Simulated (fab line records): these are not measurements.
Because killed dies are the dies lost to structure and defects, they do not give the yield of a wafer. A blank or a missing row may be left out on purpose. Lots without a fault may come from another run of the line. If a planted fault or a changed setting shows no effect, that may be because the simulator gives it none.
Problem report, 8D (eight disciplines) form, completed by code ; flow gf180mcu ; the parts of the form that need people (team, actions taken, sign-off) are left out

== 1. PROBLEM STATEMENT ==
spin-speed-rpm at GF_PASSIVATION_COAT_06 reads a mean of 2159.6 rpm on 9 wafers of 3 lots; wafers without a fault read 1999.8 rpm with a standard deviation of 1.4. So: +99 or more standard deviations from the usual mean.
The step: resist thk 4000 nm.
Seen first at day 33 10:53 on litho-track-04, wafer L613.2. The record has a number at this step for 35 wafers belonging to 12 lots. The rule behind "out" and "out of limits": a value lying over 4 standard deviations away from the usual mean. All remaining wafers that have a number are taken as sound.

== 2. WHAT IT IS AND WHAT IT IS NOT ==
question;is;is not
which readings at this step;spin-speed-rpm;-
which lots;L613, L614, L616;L595, L596, L597, L600, L601, L604, L605, L606, L618
which wafers of those lots;all that have a number;-
read on which tools;litho-track-04;litho-track-01, litho-track-03
when;from day 33 10:53;"up to then (23 sound wafers); but 3 sound wafers of L618 came after"

== 3. SUSPECTS, AND WHAT RULES EACH OUT ==
Counting: a tool at a process step up to the reading stays a suspect if it ran every lot that is out and no sound lot after the first of them.
- litho-track-04 at GF_PASSIVATION_COAT_06 (resist thk 4000 nm): kept. It processed each lot that is out, first L613 at day 33 10:53, and no sound lot thereafter; up to then, the last sound lot it processed was L604 at day 31 06:42. Its own spin-speed-rpm readings are out on those wafers.
After counting, what remains is litho-track-04 at GF_PASSIVATION_COAT_06.

== 4. THE CAUSE (what the simulator had put in) ==
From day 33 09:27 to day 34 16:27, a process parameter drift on litho-track-04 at GF_PASSIVATION_COAT_06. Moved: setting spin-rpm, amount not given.
Only this tool survived the counting.

== 5. THE CHAIN OF EFFECTS, in route order ==
Each row: a reading whose mean over the struck wafers that have a number lies more than 3 standard deviations from the usual. Only readings whose record carries a usual standard deviation are examined. hours: median over the lots of the time between each lot's start at the first step of this table that gives one and its start at this step. sigmas: the change, counted in usual standard deviations.
hours;step;reading;usual;on struck wafers;change;sigmas
0;GF_PASSIVATION_COAT_06;spin-speed-rpm;1999.8 rpm;2159.6;+159.8;+99 or more
8;GF_PASSIVATION_STRIP_12;strip-time-to-endpoint-s;32.96 s;31.23;-1.73;-6.9
It contains these process steps:
- GF_PASSIVATION_COAT_06: resist thk 4000 nm.
- GF_PASSIVATION_STRIP_12: strips in O2/N2.

== 6. HOW IT WOULD HAVE BEEN CAUGHT EARLIER ==
In this record the first reading out of limits was taken at day 33 10:53, 1 hour after the fault began at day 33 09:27.
